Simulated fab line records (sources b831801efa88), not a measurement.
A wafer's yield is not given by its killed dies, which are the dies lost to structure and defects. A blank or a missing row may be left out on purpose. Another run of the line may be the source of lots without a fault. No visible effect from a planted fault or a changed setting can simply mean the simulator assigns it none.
8D (eight disciplines) problem report, filled in by code || flow sky130 || the parts of the form that need people (team, actions taken, sign-off) are left out

== 1. THE ISSUE ==
Wafers without a fault read 3.0, standard deviation 1.5; killed_at_M4_up at SKY_PAD_OPEN_PROBE_99 reads a mean of 46.0 on 9 wafers belonging to 3 lots. That is +29 standard deviations from the usual mean.
Earliest sighting: wafer L463.1 on prober-01 at day 47 10:28. The record holds 36 wafers of 12 lots with a number at this step. Rule for "out" (also "out of limits"): further than 4 standard deviations from the usual mean. The other wafers with a number count as sound.

== 2. WHAT IT IS, WHAT IT ISN'T ==
{"question": "which readings at this step", "is": "killed_at_M4_up", "is not": "killed at contacts, killed at front end, killed open, killed short"}
{"question": "which lots", "is": "L463, L464, L467", "is not": "L457, L458, L468, L473, L475, L476, L478, L479, L480"}
{"question": "which wafers of those lots", "is": "all that have a number", "is not": "-"}
{"question": "read on which tools", "is": "prober-01, prober-02", "is not": "-"}
{"question": "when", "is": "from day 47 10:28", "is not": "up to then (6 sound wafers); but 21 sound wafers of L468, L473, L475, L476, L478, L479, L480 came after"}

== 3. WHAT RULES OUT EACH SUSPECT ==
Counting: any tool at a process step up to the reading is kept as a suspect provided that every lot that is out went through it and no sound lot did after the first of them.
- pvd sputter-02 at SKY_METAL5_SPUTTER_00 (material Ti, target thk 15 nm, time 10 s): ruled out as a lasting fault. After its first lot that is out, L463 (day 44 17:19), sound lots L478, L479 ran on it.
- pvd sputter-02 at SKY_METAL5_SPUTTER_03 (material Ti, target thk 5 nm, time 3.3 s): ruled out as a lasting fault. After its first lot that is out, L463 (day 44 17:25), sound lots L478, L479 ran on it.
Left after counting: nothing in the record.

== 4. THE CAUSE (what the simulator had put in) ==
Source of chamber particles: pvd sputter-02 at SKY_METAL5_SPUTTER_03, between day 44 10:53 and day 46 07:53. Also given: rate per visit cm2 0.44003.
It was ruled out by counting, in error; the rule expects a fault to strike all lots run on its tool from its start on, and this fault did not.

== 5. THE EFFECT CHAIN, in route order ==
Each row: a reading where the mean over the struck wafers with a number is more than 3 standard deviations away from the usual. Readings are gone through only where the record gives a usual standard deviation; hours: the median, over the lots, of the time from a lot's start at the first step in this table giving one to that lot's start at this step; sigmas: the change measured in usual standard deviations.
{"hours": 0, "step": "SKY_PAD_OPEN_PROBE_99", "reading": "defect limited yield", "usual": "82.3 %", "on struck wafers": 75.4, "change": -6.9, "sigmas": -3.6}
{"hours": 0, "step": "SKY_PAD_OPEN_PROBE_99", "reading": "killed_at_M4_up", "usual": 3.0, "on struck wafers": 46.0, "change": "+43.0", "sigmas": "+29"}
{"hours": 0, "step": "SKY_PAD_OPEN_PROBE_99", "reading": "killed dies", "usual": 87, "on struck wafers": 121, "change": "+34", "sigmas": "+3.5"}
{"hours": 0, "step": "SKY_PAD_OPEN_PROBE_99", "reading": "sort_bin_5_function", "usual": "10.5 %", "on struck wafers": 15.3, "change": "+4.8", "sigmas": "+3.4"}
{"hours": 0, "step": "SKY_PAD_OPEN_PROBE_99", "reading": "sort n pass", "usual": 405, "on struck wafers": 371, "change": -34, "sigmas": -3.5}
{"hours": 0, "step": "SKY_PAD_OPEN_PROBE_99", "reading": "sort yield pct", "usual": "82.3 %", "on struck wafers": 75.4, "change": -6.9, "sigmas": -3.6}
It contains these process steps:
- SKY_PAD_OPEN_PROBE_99

== 6. HOW IT WOULD HAVE BEEN CAUGHT EARLIER ==
In this record no reading fell out of limits until day 47 10:28, 72 hours after the fault had begun at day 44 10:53.
Tool readings at SKY_METAL5_SPUTTER_03 with a usual standard deviation given in the record: none out on any struck wafer, hence no alarm at a limit of 4 standard deviations on them.
